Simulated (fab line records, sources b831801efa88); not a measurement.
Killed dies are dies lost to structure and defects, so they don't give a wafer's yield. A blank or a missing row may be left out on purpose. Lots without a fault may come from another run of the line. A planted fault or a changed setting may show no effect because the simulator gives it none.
A sampling plan put to the test | flow gf180mcu | one fab line, 55 faults that these records tell of, each judged on the records of the lots that it struck
The plan is the line's own looks: the steps of the route at which a gauge or an inspection reads the wafer and doesn't change it. A look can be judged if struck wafers have a number there and the file gives its usual mean and standard deviation on fault-free wafers. Caught: at a look after the fault's first step, the mean of the struck wafers lies 4 or more of those standard deviations (sigma) from the usual mean. On the tool: the same test on the tool's own readings at the fault's steps. Another recipe on the struck wafers, or a record that is blank for them alone, also counts as caught.

THE FAULTS, as the simulator had put them in
1. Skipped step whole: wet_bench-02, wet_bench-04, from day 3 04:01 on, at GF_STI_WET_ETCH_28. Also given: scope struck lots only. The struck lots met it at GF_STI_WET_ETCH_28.
2. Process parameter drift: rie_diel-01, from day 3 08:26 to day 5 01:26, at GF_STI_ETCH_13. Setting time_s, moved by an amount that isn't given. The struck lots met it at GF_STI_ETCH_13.
3. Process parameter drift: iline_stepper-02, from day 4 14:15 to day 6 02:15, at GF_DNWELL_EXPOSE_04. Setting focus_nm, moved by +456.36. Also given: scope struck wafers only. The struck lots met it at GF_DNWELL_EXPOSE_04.
4. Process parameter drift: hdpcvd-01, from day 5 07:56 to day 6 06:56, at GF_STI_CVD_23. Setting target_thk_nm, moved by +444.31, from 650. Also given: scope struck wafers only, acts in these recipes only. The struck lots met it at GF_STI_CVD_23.
5. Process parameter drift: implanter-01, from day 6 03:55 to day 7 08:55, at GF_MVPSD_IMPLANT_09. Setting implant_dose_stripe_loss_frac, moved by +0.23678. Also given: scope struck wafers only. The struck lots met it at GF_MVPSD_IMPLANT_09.
6. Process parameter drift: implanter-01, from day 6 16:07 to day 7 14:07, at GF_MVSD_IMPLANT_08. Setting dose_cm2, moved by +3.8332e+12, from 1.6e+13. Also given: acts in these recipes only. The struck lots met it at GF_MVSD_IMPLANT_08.
7. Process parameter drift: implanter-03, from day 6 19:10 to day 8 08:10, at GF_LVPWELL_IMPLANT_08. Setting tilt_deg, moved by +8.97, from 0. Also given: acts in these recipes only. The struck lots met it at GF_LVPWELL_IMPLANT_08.
8. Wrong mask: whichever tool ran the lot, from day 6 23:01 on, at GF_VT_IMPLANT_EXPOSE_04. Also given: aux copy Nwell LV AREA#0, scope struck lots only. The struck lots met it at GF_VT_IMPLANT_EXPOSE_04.
9. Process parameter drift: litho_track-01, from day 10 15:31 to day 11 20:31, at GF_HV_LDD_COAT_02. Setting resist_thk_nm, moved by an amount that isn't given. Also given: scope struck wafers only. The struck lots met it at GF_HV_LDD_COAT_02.
10. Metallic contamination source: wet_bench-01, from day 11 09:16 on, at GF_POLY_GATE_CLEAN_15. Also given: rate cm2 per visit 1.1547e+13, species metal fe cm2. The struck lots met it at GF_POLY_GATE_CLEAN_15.
11. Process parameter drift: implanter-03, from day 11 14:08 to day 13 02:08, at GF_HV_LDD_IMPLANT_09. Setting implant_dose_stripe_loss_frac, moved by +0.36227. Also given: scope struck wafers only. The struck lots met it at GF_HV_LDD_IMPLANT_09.
12. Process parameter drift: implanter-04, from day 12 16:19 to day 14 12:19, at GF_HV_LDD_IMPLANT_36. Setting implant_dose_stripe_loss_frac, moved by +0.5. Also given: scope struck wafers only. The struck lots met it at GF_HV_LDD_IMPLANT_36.
13. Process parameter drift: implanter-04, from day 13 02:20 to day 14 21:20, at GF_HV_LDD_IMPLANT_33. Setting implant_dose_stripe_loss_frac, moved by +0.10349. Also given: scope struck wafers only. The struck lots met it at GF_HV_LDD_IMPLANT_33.
14. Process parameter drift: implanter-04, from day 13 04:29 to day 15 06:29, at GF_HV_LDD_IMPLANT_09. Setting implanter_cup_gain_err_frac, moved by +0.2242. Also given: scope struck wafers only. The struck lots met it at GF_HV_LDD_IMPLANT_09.
15. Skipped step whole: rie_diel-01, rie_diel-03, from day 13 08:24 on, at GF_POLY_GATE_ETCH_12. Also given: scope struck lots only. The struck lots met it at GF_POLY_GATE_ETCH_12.
16. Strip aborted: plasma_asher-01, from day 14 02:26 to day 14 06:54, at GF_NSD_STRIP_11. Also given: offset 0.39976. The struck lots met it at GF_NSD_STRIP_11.
17. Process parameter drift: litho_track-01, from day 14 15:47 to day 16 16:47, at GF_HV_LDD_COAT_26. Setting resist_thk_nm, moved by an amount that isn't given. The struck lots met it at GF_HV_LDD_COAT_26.
18. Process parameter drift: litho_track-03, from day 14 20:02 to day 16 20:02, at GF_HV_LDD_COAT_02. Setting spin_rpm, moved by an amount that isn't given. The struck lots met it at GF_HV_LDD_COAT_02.
19. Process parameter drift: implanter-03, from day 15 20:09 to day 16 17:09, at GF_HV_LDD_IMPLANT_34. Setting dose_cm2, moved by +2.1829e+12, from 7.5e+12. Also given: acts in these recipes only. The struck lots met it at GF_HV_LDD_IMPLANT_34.
20. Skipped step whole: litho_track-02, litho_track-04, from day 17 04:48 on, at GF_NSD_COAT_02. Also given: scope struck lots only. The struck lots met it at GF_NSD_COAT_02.
21. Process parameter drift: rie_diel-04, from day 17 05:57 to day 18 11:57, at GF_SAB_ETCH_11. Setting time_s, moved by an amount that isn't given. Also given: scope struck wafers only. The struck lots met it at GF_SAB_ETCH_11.
22. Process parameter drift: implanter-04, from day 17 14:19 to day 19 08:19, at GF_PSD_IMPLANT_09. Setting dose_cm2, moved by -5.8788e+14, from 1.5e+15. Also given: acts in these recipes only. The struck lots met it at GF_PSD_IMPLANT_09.
23. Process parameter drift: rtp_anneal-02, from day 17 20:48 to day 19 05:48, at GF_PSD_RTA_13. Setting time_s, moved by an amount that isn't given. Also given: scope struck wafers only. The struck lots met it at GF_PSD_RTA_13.
24. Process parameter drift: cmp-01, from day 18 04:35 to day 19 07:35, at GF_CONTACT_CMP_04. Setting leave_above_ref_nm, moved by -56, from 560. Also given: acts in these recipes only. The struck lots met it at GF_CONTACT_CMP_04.
25. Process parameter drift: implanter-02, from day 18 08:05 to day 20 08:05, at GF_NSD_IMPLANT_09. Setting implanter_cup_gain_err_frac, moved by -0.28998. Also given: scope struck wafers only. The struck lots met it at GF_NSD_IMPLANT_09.
26. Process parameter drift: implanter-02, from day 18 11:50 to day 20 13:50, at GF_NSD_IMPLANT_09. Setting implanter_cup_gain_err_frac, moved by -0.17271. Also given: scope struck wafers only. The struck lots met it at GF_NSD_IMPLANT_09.
27. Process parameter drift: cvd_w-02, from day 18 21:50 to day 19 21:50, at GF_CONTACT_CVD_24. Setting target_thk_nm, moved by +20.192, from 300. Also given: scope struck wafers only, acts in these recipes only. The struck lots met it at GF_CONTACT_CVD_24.
28. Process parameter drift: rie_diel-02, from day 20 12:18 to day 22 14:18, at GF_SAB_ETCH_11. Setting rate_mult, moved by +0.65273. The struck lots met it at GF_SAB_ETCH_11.
29. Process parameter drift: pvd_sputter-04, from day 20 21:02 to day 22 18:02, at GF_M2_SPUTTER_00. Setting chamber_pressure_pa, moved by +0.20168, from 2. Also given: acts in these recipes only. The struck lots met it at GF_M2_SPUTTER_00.
30. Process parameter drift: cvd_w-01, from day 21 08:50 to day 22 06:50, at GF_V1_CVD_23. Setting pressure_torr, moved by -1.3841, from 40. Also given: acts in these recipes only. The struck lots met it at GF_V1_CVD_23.
31. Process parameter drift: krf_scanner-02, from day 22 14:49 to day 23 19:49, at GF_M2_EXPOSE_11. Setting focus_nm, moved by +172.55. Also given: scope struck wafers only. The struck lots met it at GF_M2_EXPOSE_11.
32. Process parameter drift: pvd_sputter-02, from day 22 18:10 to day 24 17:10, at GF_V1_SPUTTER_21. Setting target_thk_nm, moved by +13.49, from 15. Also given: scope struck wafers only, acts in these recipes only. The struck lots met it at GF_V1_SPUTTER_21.
33. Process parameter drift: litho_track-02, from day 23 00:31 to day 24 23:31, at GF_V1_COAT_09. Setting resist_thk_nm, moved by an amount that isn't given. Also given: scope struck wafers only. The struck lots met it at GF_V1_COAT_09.
34. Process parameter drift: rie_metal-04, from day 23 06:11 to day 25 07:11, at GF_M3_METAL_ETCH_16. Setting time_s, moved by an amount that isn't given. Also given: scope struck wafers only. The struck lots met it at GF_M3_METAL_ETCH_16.
35. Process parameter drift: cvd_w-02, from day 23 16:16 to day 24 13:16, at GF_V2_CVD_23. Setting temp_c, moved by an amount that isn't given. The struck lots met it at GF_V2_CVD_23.
36. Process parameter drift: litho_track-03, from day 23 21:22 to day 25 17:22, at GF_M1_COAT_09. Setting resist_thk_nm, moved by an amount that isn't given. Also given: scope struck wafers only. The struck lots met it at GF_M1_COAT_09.
37. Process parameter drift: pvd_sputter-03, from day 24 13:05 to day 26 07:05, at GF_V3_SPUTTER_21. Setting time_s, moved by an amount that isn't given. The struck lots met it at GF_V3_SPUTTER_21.
38. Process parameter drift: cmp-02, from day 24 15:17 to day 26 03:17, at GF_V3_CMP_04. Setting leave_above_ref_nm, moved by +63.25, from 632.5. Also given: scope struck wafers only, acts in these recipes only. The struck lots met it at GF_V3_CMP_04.
39. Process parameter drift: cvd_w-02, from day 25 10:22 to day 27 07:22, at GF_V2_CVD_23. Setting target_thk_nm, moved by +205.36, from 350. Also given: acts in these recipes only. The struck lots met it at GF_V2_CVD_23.
40. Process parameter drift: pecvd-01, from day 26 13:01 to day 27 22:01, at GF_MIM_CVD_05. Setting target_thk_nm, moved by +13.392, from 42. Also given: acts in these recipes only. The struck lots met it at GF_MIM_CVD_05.
41. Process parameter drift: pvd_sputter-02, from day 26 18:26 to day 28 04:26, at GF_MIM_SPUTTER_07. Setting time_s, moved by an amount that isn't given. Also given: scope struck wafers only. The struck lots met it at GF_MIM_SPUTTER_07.
42. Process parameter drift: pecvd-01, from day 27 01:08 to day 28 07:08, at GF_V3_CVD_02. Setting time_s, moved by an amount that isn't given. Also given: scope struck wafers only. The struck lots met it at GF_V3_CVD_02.
43. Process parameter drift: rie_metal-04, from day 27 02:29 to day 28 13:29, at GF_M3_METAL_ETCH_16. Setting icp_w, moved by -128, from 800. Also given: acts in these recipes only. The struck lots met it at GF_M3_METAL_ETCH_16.
44. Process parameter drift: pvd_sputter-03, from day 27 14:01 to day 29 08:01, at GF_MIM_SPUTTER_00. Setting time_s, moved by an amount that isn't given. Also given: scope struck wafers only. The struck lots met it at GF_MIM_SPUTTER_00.
45. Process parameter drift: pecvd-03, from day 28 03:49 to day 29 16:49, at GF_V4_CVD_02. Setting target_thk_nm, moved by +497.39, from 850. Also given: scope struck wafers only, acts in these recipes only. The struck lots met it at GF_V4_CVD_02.
46. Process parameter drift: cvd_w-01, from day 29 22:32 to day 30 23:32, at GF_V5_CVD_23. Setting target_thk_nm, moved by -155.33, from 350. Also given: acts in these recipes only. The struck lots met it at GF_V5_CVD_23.
47. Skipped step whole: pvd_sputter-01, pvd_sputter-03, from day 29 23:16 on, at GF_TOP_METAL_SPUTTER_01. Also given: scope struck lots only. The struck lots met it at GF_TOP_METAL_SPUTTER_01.
48. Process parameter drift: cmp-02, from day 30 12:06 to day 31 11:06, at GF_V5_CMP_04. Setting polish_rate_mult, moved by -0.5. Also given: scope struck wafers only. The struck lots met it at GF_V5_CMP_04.
49. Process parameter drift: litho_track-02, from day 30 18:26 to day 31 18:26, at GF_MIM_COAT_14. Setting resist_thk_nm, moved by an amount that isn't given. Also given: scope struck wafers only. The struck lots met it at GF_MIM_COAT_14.
50. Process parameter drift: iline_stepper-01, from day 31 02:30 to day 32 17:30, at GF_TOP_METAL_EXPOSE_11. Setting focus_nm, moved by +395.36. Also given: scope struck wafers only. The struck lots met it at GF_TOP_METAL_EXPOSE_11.
51. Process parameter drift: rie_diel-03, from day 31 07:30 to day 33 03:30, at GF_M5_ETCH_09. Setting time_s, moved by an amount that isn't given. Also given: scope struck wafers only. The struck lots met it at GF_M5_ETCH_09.
52. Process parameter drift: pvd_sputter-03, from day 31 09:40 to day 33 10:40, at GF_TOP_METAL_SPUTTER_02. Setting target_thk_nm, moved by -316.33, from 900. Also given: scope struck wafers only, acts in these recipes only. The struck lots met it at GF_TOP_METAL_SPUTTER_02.
53. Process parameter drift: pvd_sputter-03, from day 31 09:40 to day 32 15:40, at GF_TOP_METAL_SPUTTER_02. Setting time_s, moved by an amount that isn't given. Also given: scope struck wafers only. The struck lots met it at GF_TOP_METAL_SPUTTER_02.
54. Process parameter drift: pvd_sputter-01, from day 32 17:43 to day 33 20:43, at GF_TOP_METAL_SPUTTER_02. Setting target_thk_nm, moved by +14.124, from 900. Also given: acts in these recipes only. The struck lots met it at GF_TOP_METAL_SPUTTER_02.
55. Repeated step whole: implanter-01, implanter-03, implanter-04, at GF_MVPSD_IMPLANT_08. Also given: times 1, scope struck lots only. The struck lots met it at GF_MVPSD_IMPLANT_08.

WHAT THE PLAN SAW
fault | on the tool itself                               | first look that catches it                      | reading, sigma                                                | median hours from its first step to that look | hours from the fault's start to the first struck lot there | judged looks passed uncaught
1     | the tool's record is blank for the struck wafers | no look after it can be judged                  | -                                                             | -                                             | -                                                          | 0
2     | run_length_s -21 sigma                           | no look after it can be judged                  | -                                                             | -                                             | -                                                          | 0
3     | no reading that can be judged                    | none of the 5 looks that can be judged after it | -                                                             | -                                             | -                                                          | 5
4     | no reading that can be judged                    | GF_STI_THK_MEAS_24                              | STI_CVD_23_THK +75                                            | 0.1                                           | 17                                                         | 0
5     | under 2 sigma                                    | none of the 5 looks that can be judged after it | -                                                             | -                                             | -                                                          | 5
6     | dose_ions_cm2 +99 or beyond sigma                | GF_MVSD_TW_MEAS_11                              | MVSD_TW +10                                                   | 0.4                                           | 5                                                          | 0
7     | tilt_deg +99 or beyond sigma                     | GF_LVPWELL_TW_MEAS_11                           | LVPWELL_TW +16                                                | 0.4                                           | 4                                                          | 0
8     | no reading that can be judged                    | GF_VT_IMPLANT_TW_MEAS_10                        | VT_IMPLANT_TW -99 or beyond                                   | 7.8                                           | 10                                                         | 0
9     | under 2 sigma                                    | no look after it can be judged                  | -                                                             | -                                             | -                                                          | 0
10    | no reading that can be judged                    | none of the 8 looks that can be judged after it | -                                                             | -                                             | -                                                          | 8
11    | no reading that can be judged                    | GF_HV_LDD_RS_MEAS_53                            | HV_LDD_RS +7.8                                                | 63.9                                          | 73                                                         | 0
12    | under 2 sigma                                    | GF_HV_LDD_TW_MEAS_38                            | HV_LDD_3_TW -4.6                                              | 0.2                                           | 6                                                          | 0
13    | no reading that can be judged                    | none of the 7 looks that can be judged after it | -                                                             | -                                             | -                                                          | 7
14    | faraday_current_uA +10 sigma                     | GF_HV_LDD_TW_MEAS_11                            | HV_LDD_TW -7.3                                                | 0.2                                           | 4                                                          | 0
15    | the tool's record is blank for the struck wafers | no look after it can be judged                  | -                                                             | -                                             | -                                                          | 0
16    | oes_product_au +19 sigma                         | GF_PSD_TW_MEAS_11                               | PSD_TW -99 or beyond                                          | 21.6                                          | 26                                                         | 1
17    | under 2 sigma                                    | no look after it can be judged                  | -                                                             | -                                             | -                                                          | 0
18    | spin_speed_rpm +99 or beyond sigma               | GF_HV_LDD_CD_MEAS_07                            | cd_nm +4.8                                                    | 11.3                                          | 24                                                         | 0
19    | dose_ions_cm2 +99 or beyond sigma                | GF_HV_LDD_TW_MEAS_38                            | HV_LDD_3_TW +4.1                                              | 0.6                                           | 12                                                         | 0
20    | the tool's record is blank for the struck wafers | GF_PSD_TW_MEAS_11                               | PSD_TW +82                                                    | 36.4                                          | 44                                                         | 0
21    | under 2 sigma                                    | no look after it can be judged                  | -                                                             | -                                             | -                                                          | 0
22    | dose_ions_cm2 -99 or beyond sigma                | GF_PSD_TW_MEAS_11                               | PSD_TW -26                                                    | 0.2                                           | 11                                                         | 0
23    | run_length_s +11 sigma                           | GF_PSD_RS_MEAS_14                               | NSD_RS -23                                                    | 0.2                                           | 5                                                          | 0
24    | only faintly: time_to_endpoint_s +3.9 sigma      | no look after it can be judged                  | -                                                             | -                                             | -                                                          | 0
25    | beam_on_s +4.6 sigma                             | GF_PSD_RS_MEAS_14                               | NSD_RS -19                                                    | 24.5                                          | 31                                                         | 0
26    | no reading that can be judged                    | GF_PSD_RS_MEAS_14                               | NSD_RS -13                                                    | 24.4                                          | 27                                                         | 0
27    | under 2 sigma                                    | GF_CONTACT_RS_MEAS_25                           | CONTACT_W_RS -6.4                                             | 0.1                                           | 7                                                          | 0
28    | oes_product_au +46 sigma                         | no look after it can be judged                  | -                                                             | -                                             | -                                                          | 0
29    | chamber_pressure_pa +52 sigma                    | no look after it can be judged                  | -                                                             | -                                             | -                                                          | 0
30    | chamber_pressure_Torr -16 sigma                  | not the one look that can be judged after it    | -                                                             | -                                             | -                                                          | 1
31    | no reading that can be judged                    | GF_M2_CD_MEAS_14                                | cd_nm -7.4                                                    | 11.0                                          | 16                                                         | 0
32    | under 2 sigma                                    | none of the 6 looks that can be judged after it | -                                                             | -                                             | -                                                          | 6
33    | no reading that can be judged                    | no look after it can be judged                  | -                                                             | -                                             | -                                                          | 0
34    | run_length_s -8.4 sigma                          | no look after it can be judged                  | -                                                             | -                                             | -                                                          | 0
35    | susceptor_temp_C -15 sigma                       | GF_V2_RS_MEAS_24                                | V2_W_RS +7.2                                                  | 0.1                                           | 5                                                          | 0
36    | under 2 sigma                                    | no look after it can be judged                  | -                                                             | -                                             | -                                                          | 0
37    | under 2 sigma                                    | no look after it can be judged                  | -                                                             | -                                             | -                                                          | 0
38    | only faintly: time_to_endpoint_s -3.5 sigma      | not the one look that can be judged after it    | -                                                             | -                                             | -                                                          | 1
39    | under 2 sigma                                    | GF_V2_RS_MEAS_24                                | V2_W_RS -39                                                   | 0.1                                           | 1                                                          | 0
40    | under 2 sigma                                    | GF_MIM_THK_MEAS_06                              | MIM_CVD_05_THK +23                                            | 0.0                                           | 16                                                         | 0
41    | under 2 sigma                                    | no look after it can be judged                  | -                                                             | -                                             | -                                                          | 0
42    | run_length_s -99 or beyond sigma                 | GF_V3_THK_MEAS_03                               | V3_CVD_02_THK -56                                             | 0.1                                           | 16                                                         | 0
43    | rf_fwd_power_W -60 sigma                         | none of the 2 looks that can be judged after it | -                                                             | -                                             | -                                                          | 2
44    | under 2 sigma                                    | none of the 3 looks that can be judged after it | -                                                             | -                                             | -                                                          | 3
45    | under 2 sigma                                    | GF_V4_THK_MEAS_03                               | V4_CVD_02_THK +48                                             | 0.1                                           | 31                                                         | 0
46    | under 2 sigma                                    | GF_V5_RS_MEAS_24                                | V5_W_RS +73                                                   | 0.1                                           | 5                                                          | 0
47    | the tool's record is blank for the struck wafers | none of the 2 looks that can be judged after it | -                                                             | -                                             | -                                                          | 2
48    | under 2 sigma                                    | not the one look that can be judged after it    | -                                                             | -                                             | -                                                          | 1
49    | under 2 sigma                                    | no look after it can be judged                  | -                                                             | -                                             | -                                                          | 0
50    | no reading that can be judged                    | GF_TOP_METAL_CD_MEAS_14                         | cd_nm -11                                                     | 7.9                                           | 21                                                         | 0
51    | under 2 sigma                                    | no look after it can be judged                  | -                                                             | -                                             | -                                                          | 0
52    | under 2 sigma                                    | GF_TOP_METAL_RS_MEAS_05                         | TOP_METAL_ALCU_RS +53                                         | 0.1                                           | 1                                                          | 0
53    | under 2 sigma                                    | none of the 4 looks that can be judged after it | strongest: TOP_METAL_ALCU_RS at GF_TOP_METAL_RS_MEAS_05, +2.8 | -                                             | -                                                          | 4
54    | under 2 sigma                                    | none of the 4 looks that can be judged after it | -                                                             | -                                             | -                                                          | 4
55    | no reading that can be judged                    | GF_MVPSD_TW_MEAS_11                             | MVPSD_TW +32                                                  | 0.7                                           | -                                                          | 0
A dash: the fault isn't caught, or these records don't give the number.

Caught at a look: 26 of 55. Caught on the tool: 21 of 55. By one or the other: 35 of 55.
Caught on the tool alone: faults 1, 2, 15, 28, 29, 30, 34, 43, 47.
Caught at a look alone: faults 4, 8, 11, 12, 26, 27, 31, 39, 40, 45, 46, 50, 52, 55.
Caught by neither: faults 3, 5, 9, 10, 13, 17, 21, 24, 32, 33, 36, 37, 38, 41, 44, 48, 49, 51, 53, 54.

THINNER SAMPLING
If the look that catches a fault measured only every second or every third lot, by lot number, the first struck lot would be measured this late in the worst case:
fault | struck lots at that look, in order of time | every lot | every second lot | every third lot
4     | L480                                       | 17 h      | may miss it      | may miss it
6     | L653, L655                                 | 5 h       | may miss all 2   | may miss all 2
7     | L489, L490, L491                           | 4 h       | 11 h             | 14 h
8     | L782                                       | 10 h      | may miss it      | may miss it
11    | L120                                       | 73 h      | may miss it      | may miss it
12    | L839, L840, L843                           | 6 h       | 16 h             | may miss all 3
14    | L245, L246, L248                           | 4 h       | 9 h              | may miss all 3
16    | L838                                       | 26 h      | may miss it      | may miss it
18    | L628, L629, L630                           | 24 h      | 26 h             | 34 h
19    | L705, L706                                 | 12 h      | 18 h             | may miss all 2
20    | L559, L560                                 | 44 h      | 51 h             | may miss all 2
22    | L294, L295                                 | 11 h      | 18 h             | may miss all 2
23    | L117, L118, L119                           | 5 h       | 12 h             | 29 h
25    | L319, L323                                 | 31 h      | may miss all 2   | may miss all 2
26    | L960, L965                                 | 27 h      | 70 h             | may miss all 2
27    | L459, L460, L461                           | 7 h       | 9 h              | 21 h
31    | L718, L719, L720                           | 16 h      | 22 h             | 37 h
35    | L599, L600                                 | 5 h       | 15 h             | may miss all 2
39    | L161, L163, L167                           | 1 h       | may miss all 3   | may miss all 3
40    | L876, L877                                 | 16 h      | 27 h             | may miss all 2
42    | L573, L575, L576                           | 16 h      | 25 h             | may miss all 3
45    | L263                                       | 31 h      | may miss it      | may miss it
46    | L442, L444                                 | 5 h       | may miss all 2   | may miss all 2
50    | L832, L835                                 | 21 h      | 29 h             | may miss all 2
52    | L215, L216                                 | 1 h       | 5 h              | may miss all 2
Hours are from the fault's start to the first struck lot that is measured. The limit of 4 sigma was tested on all struck wafers together, so one lot alone may lie under it. Other struck lots may not be in these records.

THE LONGEST TIMED WAY FROM STEP TO LOOK
Fault 11: a median of 63.9 hours passes between GF_HV_LDD_IMPLANT_09 and GF_HV_LDD_RS_MEAS_53. No look between them can be judged.
